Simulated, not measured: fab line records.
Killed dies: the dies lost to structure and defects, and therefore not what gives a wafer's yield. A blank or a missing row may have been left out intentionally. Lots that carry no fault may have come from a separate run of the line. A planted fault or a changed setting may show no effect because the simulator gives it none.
Which of the tools did it? ; flow gf180mcu ; 18 wafers from 6 lots sampled at 4 of the route's 602 steps

== WHAT EACH GAUGE READ, for each wafer ==
GF_V5_THK_MEAS_03.
lot;measured;on;V5_CVD_02_THK (nm)
L690;day 26 16:20;filmMetro-01;1424 1451 1474
L692;day 27 14:45;filmMetro-01;1469 1463 1470
L702;day 30 06:25;filmMetro-02;1429 1418 1443
L704;day 30 22:45;filmMetro-04;1412 1443 1449
L706;day 31 08:35;filmMetro-01;1449 1442 1478
L711;day 32 11:24;filmMetro-01;1404 1424 1452

== WHICH TOOL RAN EACH LOT (tool, then ch and the chambers of the sampled wafers, then the start) ==
lot;GF_MIM_SPUTTER_01;GF_M5_STRIP_11;GF_V5_CVD_02
L690;pvdSputter-03, day 24 20:41;plasmaAsher-03 ch 0,1, day 26 15:37;pecvd-03 ch 1,2, day 26 16:13
L692;pvdSputter-03, day 25 19:08;plasmaAsher-02 ch 0,1, day 27 13:56;pecvd-01 ch 0,1, day 27 14:37
L702;pvdSputter-01, day 28 14:37;plasmaAsher-04 ch 0,1, day 30 05:38;pecvd-04 ch 0,1, day 30 06:18
L704;pvdSputter-01, day 29 07:30;plasmaAsher-02 ch 0,1, day 30 21:58;pecvd-01 ch 1,2, day 30 22:38
L706;pvdSputter-03, day 29 19:14;plasmaAsher-04 ch 0,1, day 31 07:52;pecvd-01 ch 0,1, day 31 08:28
L711;pvdSputter-03, day 31 00:15;plasmaAsher-02 ch 1, day 32 10:38;pecvd-01 ch 0,2, day 32 11:17
- GF_MIM_SPUTTER_01: material TiN, target thk 30 nm, time 25 s.
- GF_M5_STRIP_11: strips in O2/N2.
- GF_V5_CVD_02: deposits SiO2 from TEOS, target thk 1450 nm, time 163.28 s.

== THE ANSWER, worked out from the rows above alone ==
Rule: usual is defined by the lots themselves. The widest of any qualifying gaps counts: lots, ordered by their means at a reading, are off when they make up no more than a third of the lots, leave a main group of 4 or more, and stand apart from it by 3 or more times the standard deviation of that group's means. The tables above print the reading to a certain number of digits; a main group whose means all agree to those digits is not used. A lot without any number at a reading at which 4 lots or more have one is off too. Where the step has rows for the other lots, those lots are counted as sound.
Nothing can be told from this: no lot is off at any reading shown.

== WHAT WAS PUT IN BY THE SIMULATOR ==
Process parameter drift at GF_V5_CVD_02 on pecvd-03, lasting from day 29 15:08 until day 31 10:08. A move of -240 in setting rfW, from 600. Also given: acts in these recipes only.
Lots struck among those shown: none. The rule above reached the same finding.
